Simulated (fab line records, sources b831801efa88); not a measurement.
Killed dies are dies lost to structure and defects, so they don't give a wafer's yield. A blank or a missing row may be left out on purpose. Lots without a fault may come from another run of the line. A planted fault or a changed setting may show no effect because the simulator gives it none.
Chamber matching | flow sky130 | SKY_VIA3_CMP_02 on cmp-02: 4 sister chambers
The step polishes SiO2. 14 wafers are shown with their chamber, then 7 later ones without.

WAFERS WITH THEIR CHAMBER
wafer  | chamber | motor_current_A (A) | head_pressure_psi (psi) | edge_zone_pressure_frac
L836.2 | 1       | 12.2                | 4.012                   | 0.999
L836.3 | 2       | 11.0                | 3.996                   | 1.003
L836.5 | 3       | 11.6                | 3.994                   | 1.002
L839.1 | 3       | 11.1                | 4.015                   | 0.997
L839.2 | 0       | 12.2                | 4.012                   | 0.995
L839.5 | 0       | 12.5                | 4.006                   | 0.994
L843.2 | 2       | 11.5                | 3.988                   | 0.992
L843.3 | 0       | 12.0                | 4.018                   | 1.000
L843.4 | 1       | 12.6                | 3.993                   | 0.998
L846.2 | 2       | 11.0                | 3.990                   | 1.001
L846.4 | 3       | 11.7                | 3.985                   | 1.005
L846.5 | 3       | 11.0                | 3.987                   | 1.002
L850.1 | 1       | 12.8                | 4.023                   | 0.999
L850.3 | 2       | 10.6                | 4.002                   | 0.997

SIGNATURES (means of the wafers above)
reading                 | chamber 0 | chamber 1 | chamber 2 | chamber 3 | scatter within a chamber
motor_current_A         | 12.233    | 12.533    | 11.025    | 11.350    | 0.33
head_pressure_psi       | 4.01200   | 4.00933   | 3.99400   | 3.99525   | 0.011
edge_zone_pressure_frac | 0.99633   | 0.99867   | 0.99825   | 1.00150   | 0.00354
Rule: a wafer's distance from a chamber is the root of the sum, over the readings, of the square of ((its reading less the chamber's mean) divided by the reading's scatter). The wafer belongs to the nearest chamber; if the next one is less than 2 further off, it can't be placed. The scatter: the root of (the sum of the squares of (reading less its chamber's mean) over the shown wafers, divided by (wafers less chambers)).

WAFERS WITHOUT THEIR CHAMBER
wafer  | motor_current_A (A) | head_pressure_psi (psi) | edge_zone_pressure_frac
L850.6 | 12.3                | 4.012                   | 0.993
L856.1 | 11.7                | 4.001                   | 1.001
L856.2 | 11.1                | 4.002                   | 0.994
L856.6 | 11.1                | 4.014                   | 0.989
L857.1 | 11.0                | 4.000                   | 1.001
L857.3 | 12.6                | 4.003                   | 1.009
L857.6 | 12.5                | 3.995                   | 0.987

WHICH CHAMBER EACH WENT THROUGH
wafer  | from the rows above               | in truth
L850.6 | can't be placed: 0 or 1           | 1
L856.1 | can't be placed: 3 or 2 or 0 or 1 | 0
L856.2 | can't be placed: 2 or 3           | 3
L856.6 | can't be placed: 2 or 3 or 0 or 1 | 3
L857.1 | can't be placed: 2 or 3           | 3
L857.3 | can't be placed: 1 or 0 or 3      | 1
L857.6 | can't be placed: 0 or 1           | 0
Placed correctly: 0 of 7. Can't be placed from these rows: 7 (the true chamber is among the candidates in 7). Placed wrongly: 0.
